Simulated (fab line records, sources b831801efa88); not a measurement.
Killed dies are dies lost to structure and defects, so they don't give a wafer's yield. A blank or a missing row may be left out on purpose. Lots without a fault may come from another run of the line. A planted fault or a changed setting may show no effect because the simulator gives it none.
fab line records | flow gf180mcu | part 2 of 2: steps 26 to 34 of 34
record lots=5 wafers=15 last_day=34
route steps=602 shown SAB@270 SALICIDE@278 CONTACT@287
lots that met no fault: from a run of the same line without faults
start_h: hours from the record's first day to the start of the lot's first wafer shown | wait_h: hours since the lot's step before | " the same as in the row above | L1.1+2: a row that stands for several wafers | - no value, or no start given | * or withheld: withheld | < > ~ a bound
route shown NAME@n: a module of which the file shows steps, and the number in the route of the first | usual: mean/standard deviation of fault-free wafers | same: alike in all rows | chamber/n: place in a boat | sites: the reading at each site | _std_site: their standard deviation | _edge_site: outer sites' mean less inner sites' | radius_mm: how far each site lies from the wafer's centre | mask NAME#n: copy n | behind: the tool/chamber that last shaped the wafer | hold: why the lot was held/for how many hours/how that ended | device: the transistor (n, p or np) that didn't switch | end of line: the same wafers' tests at the end of the route | a step without rows: its recipe alone | killed: dies lost to structure and defects at the first sort, not the wafer's yield | map: a wafer's dies, x killed, . not, _ none there
set.NAME: the setting as run; set.NAME@STEP: as run at that earlier step | model.NAME: the simulator's own value behind a step, which no gauge read
lots at some steps of the route; a table a step, a row a wafer
services: from which hour (start_h, from the record's first day; less than 0 if before it) a tool's chamber was out of use, for how many hours, and why
## steps
# step GF_CONTACT_COAT_08
# recipe resist=BARC temp_c=withheld time_s=withheld spin_rpm=withheld resist_thk_nm=withheld
# usual exhaust_pa=45.1/0.87
# columns lot.wafer tool chamber start_h wait_h exhaust_pa
L076.2 litho_track-03 0 357.24 0.1 45.7
L076.3 " 0 " " 45.2
L076.4 " 0 " " 45.6
L077.1 litho_track-01 0 371.21 0.1 45.1
L077.3 " 0 " " 45.9
L077.4 " 0 " " 44.3
L089.1 litho_track-03 0 501.51 0.1 43.5
L089.3 " 0 " " 45.1
L089.5 " 0 " " 45.8
L091.1 litho_track-01 0 518.96 0.1 46.4
L091.4 " 0 " " 47.0
L091.6 " 0 " " 44.9
L096.1 litho_track-01 0 537.81 0.1 44.2
L096.4 " 0 " " 44.7
L096.5 " 0 " " 45.1
# step GF_CONTACT_COAT_09
# recipe resist=KrF spin_rpm=withheld resist_thk_nm=1000
# usual exhaust_pa=45.1/0.88
# columns lot.wafer tool chamber start_h wait_h exhaust_pa
L076.2 litho_track-03 0 - - 44.3
L076.3 " 0 " " 44.7
L076.4 " 0 " " 45.2
L077.1 litho_track-01 0 - - 45.8
L077.3 " 0 " " 43.5
L077.4 " 0 " " 43.6
L089.1 litho_track-03 0 - - 43.6
L089.3 " 0 " " 44.4
L089.5 " 0 " " 43.9
L091.1 litho_track-01 0 - - 44.6
L091.4 " 0 " " 43.4
L091.6 " 0 " " 44.9
L096.1 litho_track-01 0 - - 44.2
L096.4 " 0 " " 43.7
L096.5 " 0 " " 44.7
# step GF_CONTACT_SOFTBAKE_10
# recipe temp_c=130 time_s=60 resist=KrF
# usual exhaust_pa=45.0/0.93
# columns lot.wafer tool chamber start_h wait_h exhaust_pa
L076.2 litho_track-03 0 - - 45.0
L076.3 " 0 " " 44.5
L076.4 " 0 " " 45.8
L077.1 litho_track-01 0 - - 45.2
L077.3 " 0 " " 46.0
L077.4 " 0 " " 45.3
L089.1 litho_track-03 0 - - 45.4
L089.3 " 0 " " 43.9
L089.5 " 0 " " 45.9
L091.1 litho_track-01 0 - - 43.5
L091.4 " 0 " " 44.5
L091.6 " 0 " " 45.4
L096.1 litho_track-01 0 - - 44.9
L096.4 " 0 " " 45.3
L096.5 " 0 " " 45.5
# step GF_CONTACT_EXPOSE_11
# recipe mask_id=Contact target_cd_nm=220 na=0.68 source_shape=conventional sigma_outer=0.6 dose_mj=38
# usual focus_offset_nm=-0.1/0.53
# same na=0.68
# columns lot.wafer tool chamber start_h wait_h mask focus_offset_nm
L076.2 krf_scanner-02 0 - - Contact#0 -0.2
L076.3 " 0 " " Contact#0 -0.1
L076.4 " 0 " " Contact#0 -0.9
L077.1 krf_scanner-02 0 - - Contact#0 -0.2
L077.3 " 0 " " Contact#0 0.1
L077.4 " 0 " " Contact#0 -0.3
L089.1 krf_scanner-01 0 - - Contact#0 -0.6
L089.3 " 0 " " Contact#0 -0.1
L089.5 " 0 " " Contact#0 -0.3
L091.1 krf_scanner-02 0 - - Contact#0 -0.6
L091.4 " 0 " " Contact#0 -0.1
L091.6 " 0 " " Contact#0 -0.5
L096.1 krf_scanner-01 0 - - Contact#0 -0.5
L096.4 " 0 " " Contact#0 -0.6
L096.5 " 0 " " Contact#0 -1.1
# step GF_CONTACT_PEB_12
# recipe peb_temp_c=135 peb_time_s=90 resist=KrF
# usual exhaust_pa=45.1/0.96
# columns lot.wafer tool chamber start_h wait_h exhaust_pa
L076.2 litho_track-03 0 - - 45.9
L076.3 " 0 " " 45.2
L076.4 " 0 " " 45.9
L077.1 litho_track-02 0 - - 45.4
L077.3 " 0 " " 46.1
L077.4 " 0 " " 45.8
L089.1 litho_track-01 0 - - 44.2
L089.3 " 0 " " 44.3
L089.5 " 0 " " 43.1
L091.1 litho_track-02 0 - - 44.2
L091.4 " 0 " " 45.4
L091.6 " 0 " " 44.7
L096.1 litho_track-03 0 - - 47.1
L096.4 " 0 " " 44.9
L096.5 " 0 " " 46.0
# step GF_CONTACT_DEVELOP_13
# recipe develop_time_s=60 resist=KrF dev_temp_c=21
# usual exhaust_pa=44.9/0.89
# columns lot.wafer tool chamber start_h wait_h exhaust_pa
L076.2 litho_track-03 0 367.69 0.2 44.3
L076.3 " 0 " " 46.3
L076.4 " 0 " " 44.1
L077.1 litho_track-02 0 382.66 0.2 46.7
L077.3 " 0 " " 45.0
L077.4 " 0 " " 44.2
L089.1 litho_track-01 0 513.06 0.2 45.7
L089.3 " 0 " " 46.3
L089.5 " 0 " " 44.7
L091.1 litho_track-02 0 530.71 0.2 45.0
L091.4 " 0 " " 44.6
L091.6 " 0 " " 44.0
L096.1 litho_track-03 0 549.01 0.2 45.8
L096.4 " 0 " " 45.1
L096.5 " 0 " " 44.2
# step GF_CONTACT_CD_MEAS_14
# recipe target_cd_nm=220
# usual cd_nm=220.1/1.6
# columns lot.wafer tool chamber start_h wait_h cd_nm
L076.2 cd_sem-01 - 367.83 0.1 220.1
L076.3 " - " " 219.0
L076.4 " - " " 219.0
L077.1 cd_sem-02 - 382.83 0.1 220.7
L077.3 " - " " 219.1
L077.4 " - " " 219.1
L089.1 cd_sem-02 - 513.21 0.1 220.0
L089.3 " - " " 221.2
L089.5 " - " " 221.7
L091.1 cd_sem-01 - 530.86 0.1 220.6
L091.4 " - " " 220.6
L091.6 " - " " 222.1
L096.1 cd_sem-01 - 549.16 0.1 220.5
L096.4 " - " " 221.2
L096.5 " - " " 219.9
# step GF_CONTACT_OVL_MEAS_15
# usual CONTACT_OVL=-3/5.2
# columns lot.wafer tool chamber start_h wait_h CONTACT_OVL[nm]
L076.2 overlay-01 - 367.94 0.1 1
L076.3 " - " " -1
L076.4 " - " " 1
L077.1 overlay-02 - 382.95 0.1 6
L077.3 " - " " 2
L077.4 " - " " 6
L089.1 overlay-01 - 513.33 0.1 2
L089.3 " - " " 2
L089.5 " - " " -5
L091.1 overlay-01 - 530.98 0.1 -2
L091.4 " - " " 0
L091.6 " - " " -1
L096.1 overlay-01 - 549.28 0.1 -10
L096.4 " - " " -1
L096.5 " - " " -3
# step GF_CONTACT_ETCH_16
# recipe chemistry=N2/H2 target_depth_a=withheld overetch_a=withheld time_s=withheld target=BARC ion_energy_ev=200 source_w=500 bias_w=100 pressure_mtorr=30 n2_flow_sccm=100 h2_flow_sccm=200
# usual chamber_pressure_mTorr=30.002/0.027 drypump_motor_current_A=5.5/0.34 h2_flow_sccm=200.1/0.62 oes_product_au=0.854/0.0049 throttle_valve_pct=13.226/0.0088
# columns lot.wafer tool chamber start_h wait_h chamber_pressure_mTorr drypump_motor_current_A h2_flow_sccm oes_product_au throttle_valve_pct
L076.2 rie_diel-04 2 367.97 0.0 30.028 5.1 199.9 0.859 13.230
L076.3 " 3 " " 29.976 5.9 200.3 0.859 13.234
L076.4 " 2 " " 30.023 5.1 199.1 0.850 13.219
L077.1 rie_diel-02 2 382.99 0.0 29.998 5.7 200.2 0.858 13.221
L077.3 " 0 " " 30.025 5.2 200.9 0.851 13.224
L077.4 " 3 " " 30.009 5.6 200.1 0.855 13.232
L089.1 rie_diel-03 2 513.36 0.0 30.032 5.6 198.9 0.856 13.223
L089.3 " 1 " " 30.009 5.4 200.2 0.859 13.205
L089.5 " 3 " " 30.004 5.9 199.7 0.860 13.233
L091.1 rie_diel-03 1 531.02 0.0 30.005 5.4 200.4 0.852 13.230
L091.4 " 2 " " 30.028 5.6 198.9 0.854 13.222
L091.6 " 3 " " 30.020 5.9 200.6 0.852 13.221
L096.1 rie_diel-03 3 549.32 0.0 30.007 6.0 199.9 0.862 13.218
L096.4 " 2 " " 30.019 5.6 200.6 0.847 13.204
L096.5 " 0 " " 30.042 5.5 201.1 0.851 13.230
## services
# columns tool chamber start_h hours kind
rie_diel-04 1 313.69 4.5 repair
iline_stepper-01 - 314.82 1.7 pm
krf_scanner-02 - 326.96 1.0 pm
cmp-01 - 352.12 12.5 pm
krf_scanner-02 - 352.48 0.8 pm
hdpcvd-02 - 354.00 2.1 repair
rie_diel-04 0 360.70 3.3 repair
rie_diel-04 0 364.79 5.9 repair
iline_stepper-01 - 366.20 2.1 pm
rie_diel-04 1 367.91 4.7 repair
krf_scanner-02 - 375.51 2.2 repair
rie_diel-04 2 379.25 10.1 repair
pecvd-01 - 399.21 5.2 repair
rie_diel-04 2 402.52 9.8 repair
krf_scanner-02 - 406.89 1.3 pm
cmp-01 - 408.13 0.9 repair
rie_diel-03 - 411.47 1.1 repair
wet_bench-02 - 413.24 1.9 pm
rie_diel-03 - 427.10 0.1 repair
wet_bench-01 - 427.18 37.8 pm
wet_bench-03 - 463.49 4.4 pm
rie_diel-03 - 469.02 2.8 pm
rie_diel-03 1 487.80 9.0 repair
rtp_anneal-02 - 545.31 1.7 pm
